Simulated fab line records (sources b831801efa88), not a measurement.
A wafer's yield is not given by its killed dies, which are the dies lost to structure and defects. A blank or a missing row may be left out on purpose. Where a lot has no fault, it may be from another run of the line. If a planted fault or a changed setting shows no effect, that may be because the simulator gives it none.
Which tool was responsible? | flow gf180mcu | 36 wafers from 12 lots sampled at 2 of the route's 602 steps

## WHAT THE GAUGES SHOWED, per wafer
GF_TOP_METAL_OVL_MEAS_15.
lot  | measured     | on         | TOP_METAL_OVL (nm)
L123 | day 28 04:04 | overlay-02 | 3.2 0.1 1.7
L124 | day 28 13:03 | overlay-02 | 1.6 0.8 2.5
L125 | day 28 17:56 | overlay-02 | -1.2 0.0 -2.6
L126 | day 29 04:07 | overlay-01 | -0.8 2.2 -0.1
L127 | day 29 18:56 | overlay-02 | -1.1 -0.1 1.8
L128 | day 29 20:36 | overlay-01 | 1.0 -0.2 0.2
L129 | day 30 05:55 | overlay-02 | -1.9 -2.8 -2.6
L130 | day 30 07:52 | overlay-01 | 0.1 -0.3 -2.9
L131 | day 30 16:20 | overlay-01 | 0.9 1.0 1.3
L143 | day 33 20:28 | overlay-02 | -0.4 0.9 -1.1
L145 | day 34 04:40 | overlay-01 | 1.0 1.1 -1.1
L146 | day 34 10:31 | overlay-01 | 0.4 0.9 1.3

## EACH LOT AND THE TOOL THAT RAN IT (in order: tool; ch and the chambers of the sampled wafers; start)
lot  | GF_TOP_METAL_SPUTTER_02
L123 | pvd-sputter-01, day 27 07:59
L124 | pvd-sputter-01, day 27 17:33
L125 | pvd-sputter-03, day 27 22:11
L126 | pvd-sputter-02, day 28 09:09
L127 | pvd-sputter-02, day 28 23:38
L128 | pvd-sputter-02, day 29 01:36
L129 | pvd-sputter-01, day 29 10:59
L130 | pvd-sputter-03, day 29 13:23
L131 | pvd-sputter-01, day 29 21:25
L143 | pvd-sputter-02, day 33 04:26
L145 | pvd-sputter-02, day 33 12:58
L146 | pvd-sputter-01, day 33 19:00
- GF_TOP_METAL_SPUTTER_02: material AlCu, target thk 900 nm, time 47.82 s.

## WHAT THE TOOLS THEMSELVES READ (means of the sampled wafers that have a number; where no wafer has one, the mark that the record gives instead)
GF_TOP_METAL_SPUTTER_02.
lot  | tool           | cathode-dc-power-W (W) | throttle-valve-pct (%)
L123 | pvd-sputter-01 | 10601                  | 29.9
L124 | pvd-sputter-01 | 10600                  | 29.2
L125 | pvd-sputter-03 | 10602                  | 29.7
L126 | pvd-sputter-02 | 10600                  | 30.3
L127 | pvd-sputter-02 | 10600                  | 30.4
L128 | pvd-sputter-02 | 10600                  | 30.0
L129 | pvd-sputter-01 | 10601                  | 29.5
L130 | pvd-sputter-03 | 10600                  | 30.0
L131 | pvd-sputter-01 | 10602                  | 29.7
L143 | pvd-sputter-02 | 10601                  | 30.2
L145 | pvd-sputter-02 | 10601                  | 30.3
L146 | pvd-sputter-01 | 10599                  | 29.5

## THE ANSWER, worked out from the rows above alone
Rule: the usual values come from the lots themselves. Put in order of their means at a reading, lots are off if they are a third of the lots or fewer, leave a main group of 4 or more, and stand apart from it by a gap of 3 or more times the standard deviation of the main group's means; of several such gaps the widest counts. A main group is skipped when, at the precision printed for the reading in the tables above, its means are all equal. A lot without any number at a reading at which 4 lots or more have one is off too. The other lots that the step has rows for count as sound. After the gauges, taken in route order, come the tools' own readings; for these a lot's mean is taken, as printed above. The first step at which some lot is off is used, and at that step the reading that is off furthest; a lot without a number counts as furthest.
Nothing can be told from this: no lot is off at any reading shown.

## WHAT WAS PUT IN BY THE SIMULATOR
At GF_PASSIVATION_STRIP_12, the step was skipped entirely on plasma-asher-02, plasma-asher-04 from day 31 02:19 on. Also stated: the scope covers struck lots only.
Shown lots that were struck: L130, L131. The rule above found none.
